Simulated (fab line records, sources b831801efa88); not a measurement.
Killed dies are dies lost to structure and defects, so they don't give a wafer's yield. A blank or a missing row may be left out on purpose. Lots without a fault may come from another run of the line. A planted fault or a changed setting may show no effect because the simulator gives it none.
Chamber matching | flow sky130 | SKY_VIA3_CMP_24 on cmp-01: 4 sister chambers
The step polishes, stops on SiO2, t overpolish 20 s, target thk 0 nm. 7 wafers are shown with their chamber, then 7 later ones without.

WAFERS WITH THEIR CHAMBER
wafer  | chamber | motor_current_A (A) | time_to_endpoint_s (s)
L748.4 | 1       | 10.9                | 100
L748.5 | 3       | 9.9                 | 91
L753.2 | 1       | 10.6                | 100
L753.4 | 3       | 9.1                 | 103
L753.6 | 0       | 11.7                | 99
L755.2 | 0       | 11.9                | 95
L755.3 | 2       | 11.9                | 90

WAFERS WITHOUT THEIR CHAMBER
wafer  | motor_current_A (A) | time_to_endpoint_s (s)
L755.5 | 11.1                | 99
L756.1 | 10.5                | 102
L756.5 | 11.3                | 98
L756.6 | 11.6                | 95
L757.1 | 11.1                | 97
L757.4 | 12.7                | 97
L757.5 | 11.2                | 96

WHICH CHAMBER EACH WENT THROUGH
wafer  | from the rows above          | in truth
L755.5 | can't be placed: 1 or 0 or 2 | 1
L756.1 | 1                            | 1
L756.5 | can't be placed: 0 or 1 or 2 | 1
L756.6 | can't be placed: 0 or 2 or 1 | 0
L757.1 | can't be placed: 1 or 0 or 2 | 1
L757.4 | can't be placed: 0 or 2      | 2
L757.5 | can't be placed: 1 or 0 or 2 | 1
Placed correctly: 1 of 7. Can't be placed from these rows: 6 (the true chamber is among the candidates in 6). Placed wrongly: 0.
How it was worked out, from the rows above alone: a wafer's distance from a chamber is the root of the sum, over the readings, of the square of ((its reading less the chamber's mean) divided by the reading's scatter). The wafer belongs to the nearest chamber; if the next one is less than 2 further off, it can't be placed. A chamber's mean is the mean of its shown wafers. The scatter: the root of (the sum of the squares of (reading less its chamber's mean) over the shown wafers, divided by (wafers less chambers)).
